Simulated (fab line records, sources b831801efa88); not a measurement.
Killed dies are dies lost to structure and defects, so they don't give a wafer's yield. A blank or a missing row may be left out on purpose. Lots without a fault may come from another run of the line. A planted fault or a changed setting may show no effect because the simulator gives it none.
Which tool did it? | flow gf180mcu | 12 lots, 36 wafers sampled, at 4 steps of a route of 602

WHAT THE GAUGES READ, wafer by wafer
The record holds no reading of a measuring or inspecting step that can be judged against a usual standard deviation.

WHICH TOOL RAN EACH LOT (tool, then ch and the chambers of the sampled wafers, then the start)
lot  | GF_MIM_SPUTTER_01            | GF_V5_CMP_04                  | GF_V5_SPUTTER_21             | GF_PASSIVATION_STRIP_12
L198 | pvd_sputter-04, day 24 10:46 | cmp-01 ch 2,3, day 26 06:25   | pvd_sputter-01, day 27 03:53 | plasma_asher-01 ch 0,1, day 28 21:52
L199 | pvd_sputter-03, day 24 22:04 | cmp-02 ch 1,2, day 26 17:42   | pvd_sputter-03, day 27 15:32 | plasma_asher-02 ch 0,1, day 29 08:19
L202 | pvd_sputter-04, day 25 19:22 | cmp-01 ch 0,2,3, day 27 13:50 | pvd_sputter-01, day 28 10:42 | plasma_asher-02 ch 0,1, day 30 02:52
L201 | pvd_sputter-04, day 25 21:22 | cmp-01 ch 0,1,2, day 27 16:32 | pvd_sputter-02, day 28 13:38 | plasma_asher-01 ch 0,1, day 30 06:54
L204 | pvd_sputter-02, day 26 12:53 | cmp-02 ch 0,2,3, day 28 07:14 | pvd_sputter-03, day 29 04:08 | plasma_asher-02 ch 0,1, day 30 18:24
L206 | pvd_sputter-04, day 27 06:20 | cmp-01 ch 0,3, day 28 23:16   | pvd_sputter-03, day 29 19:39 | plasma_asher-02 ch 1, day 31 11:00
L207 | pvd_sputter-02, day 27 13:07 | cmp-01 ch 0,3, day 29 06:43   | pvd_sputter-01, day 30 02:55 | plasma_asher-03 ch 0,1, day 31 16:35
L208 | pvd_sputter-02, day 27 18:45 | cmp-02 ch 1,2, day 29 10:55   | pvd_sputter-02, day 30 07:04 | plasma_asher-01 ch 0,1, day 31 20:39
L210 | pvd_sputter-04, day 28 12:28 | cmp-02 ch 2,3, day 30 03:55   | pvd_sputter-01, day 30 23:09 | plasma_asher-02 ch 0,1, day 32 12:00
L211 | pvd_sputter-04, day 29 01:58 | cmp-01 ch 0,1,2, day 30 17:23 | pvd_sputter-01, day 31 12:33 | plasma_asher-01 ch 0,1, day 32 23:55
L212 | pvd_sputter-03, day 29 05:08 | cmp-02 ch 1,2, day 30 19:49   | pvd_sputter-01, day 31 14:46 | plasma_asher-02 ch 0,1, day 33 01:28
L213 | pvd_sputter-03, day 29 08:46 | cmp-02 ch 0,2,3, day 30 23:45 | pvd_sputter-01, day 31 18:43 | plasma_asher-02 ch 0,1, day 33 08:41
- GF_MIM_SPUTTER_01: material TiN, target thk 30 nm, time 25 s.
- GF_V5_CMP_04: polishes SiO2.
- GF_V5_SPUTTER_21: material Ti, target thk 15 nm, time 80.02 s.
- GF_PASSIVATION_STRIP_12: strips in O2/N2.

WHAT THE TOOLS THEMSELVES READ (means of the sampled wafers that have a number; where no wafer has one, the mark that the record gives instead)
GF_MIM_SPUTTER_01.
lot  | tool           | chamber_pressure_pa (Pa) | throttle_valve_pct (%)
L198 | pvd_sputter-04 | 0.4004                   | 31.4
L199 | pvd_sputter-03 | 0.3998                   | 30.3
L202 | pvd_sputter-04 | 0.4008                   | 30.7
L201 | pvd_sputter-04 | 0.4004                   | 31.0
L204 | pvd_sputter-02 | 0.3995                   | 30.8
L206 | pvd_sputter-04 | 0.4000                   | 30.9
L207 | pvd_sputter-02 | 0.4003                   | 31.2
L208 | pvd_sputter-02 | 0.3999                   | 31.1
L210 | pvd_sputter-04 | 0.4003                   | 30.5
L211 | pvd_sputter-04 | 0.4006                   | 30.6
L212 | pvd_sputter-03 | 0.4001                   | 29.4
L213 | pvd_sputter-03 | 0.3999                   | 29.5

GF_V5_CMP_04.
lot  | tool   | motor_current_A (A) | retaining_ring_pressure_frac
L198 | cmp-01 | 11.7                | 1.005
L199 | cmp-02 | 12.6                | 0.996
L202 | cmp-01 | 12.3                | 1.005
L201 | cmp-01 | 12.2                | 0.996
L204 | cmp-02 | 12.5                | 1.000
L206 | cmp-01 | 12.2                | 1.002
L207 | cmp-01 | 12.6                | 0.997
L208 | cmp-02 | 11.3                | 1.000
L210 | cmp-02 | 13.6                | 1.003
L211 | cmp-01 | 12.6                | 1.000
L212 | cmp-02 | 11.1                | 0.998
L213 | cmp-02 | 12.9                | 1.000

GF_V5_SPUTTER_21.
lot  | tool           | chamber_pressure_pa (Pa) | throttle_valve_pct (%)
L198 | pvd_sputter-01 | 5.003                    | 30.5
L199 | pvd_sputter-03 | 5.000                    | 29.6
L202 | pvd_sputter-01 | 4.997                    | 30.7
L201 | pvd_sputter-02 | 5.002                    | 31.6
L204 | pvd_sputter-03 | 4.999                    | 29.0
L206 | pvd_sputter-03 | 5.003                    | 29.9
L207 | pvd_sputter-01 | 4.997                    | 30.3
L208 | pvd_sputter-02 | 5.011                    | 30.9
L210 | pvd_sputter-01 | 4.998                    | 30.5
L211 | pvd_sputter-01 | 5.002                    | 30.5
L212 | pvd_sputter-01 | 5.112                    | 30.2
L213 | pvd_sputter-01 | 5.119                    | 30.7

GF_PASSIVATION_STRIP_12.
lot  | tool            | chamber_pressure_mTorr (mTorr) | drypump_motor_current_A (A) | heater_power_w (W) | oes_product_au (a.u.) | strip_time_to_endpoint_s (s)
L198 | plasma_asher-01 | 1500.5                         | 5.1                         | 357                | 0.717                 | 35.3
L199 | plasma_asher-02 | 1499.3                         | 5.8                         | 313                | 0.719                 | 34.9
L202 | plasma_asher-02 | 1500.1                         | 5.6                         | 315                | 0.722                 | 35.3
L201 | plasma_asher-01 | 1500.5                         | 5.1                         | 357                | 0.723                 | 34.8
L204 | plasma_asher-02 | 1499.3                         | 5.6                         | 318                | 0.718                 | 34.8
L206 | plasma_asher-02 | 1500.8                         | 6.0                         | 319                | 0.723                 | 34.9
L207 | plasma_asher-03 | 1499.5                         | 5.7                         | 333                | 0.724                 | 35.3
L208 | plasma_asher-01 | 1499.8                         | 5.1                         | 357                | 0.713                 | 34.9
L210 | plasma_asher-02 | 1499.3                         | 5.6                         | 317                | 0.719                 | 35.3
L211 | plasma_asher-01 | 1500.4                         | 5.1                         | 365                | 0.719                 | 35.2
L212 | plasma_asher-02 | 1498.9                         | 5.8                         | 317                | 0.715                 | 34.9
L213 | plasma_asher-02 | 1499.6                         | 5.8                         | 314                | 0.715                 | 34.9

THE ANSWER, worked out from the rows above alone
Rule: what is usual is taken from the lots themselves. Put in order of their means at a reading, lots are off if they are a third of the lots or fewer, leave a main group of 4 or more, and stand apart from it by a gap of 3 or more times the standard deviation of the main group's means; of several such gaps the widest counts. A main group whose means are all the same, to the digits that the tables above print for the reading, isn't used. A lot without any number at a reading at which 4 lots or more have one is off too. The other lots that the step has rows for count as sound. The gauges are gone through in route order, then the tools' own readings, and for those a lot's mean is taken as printed above. The first step at which some lot is off is used, and at that step the reading that is off furthest; a lot without a number counts as furthest.
Off: L212, L213, at GF_V5_SPUTTER_21 (chamber_pressure_pa). The main group: mean 5.001 Pa, standard deviation 0.0039.
A tool fits if, at that step or a process step before it, it ran every lot that is off, and no sound lot after the first of them. Can't be told from this: 3 tools fit, pvd_sputter-03 at GF_MIM_SPUTTER_01, cmp-02 at GF_V5_CMP_04, pvd_sputter-01 at GF_V5_SPUTTER_21.

WHAT THE SIMULATOR HAD PUT IN
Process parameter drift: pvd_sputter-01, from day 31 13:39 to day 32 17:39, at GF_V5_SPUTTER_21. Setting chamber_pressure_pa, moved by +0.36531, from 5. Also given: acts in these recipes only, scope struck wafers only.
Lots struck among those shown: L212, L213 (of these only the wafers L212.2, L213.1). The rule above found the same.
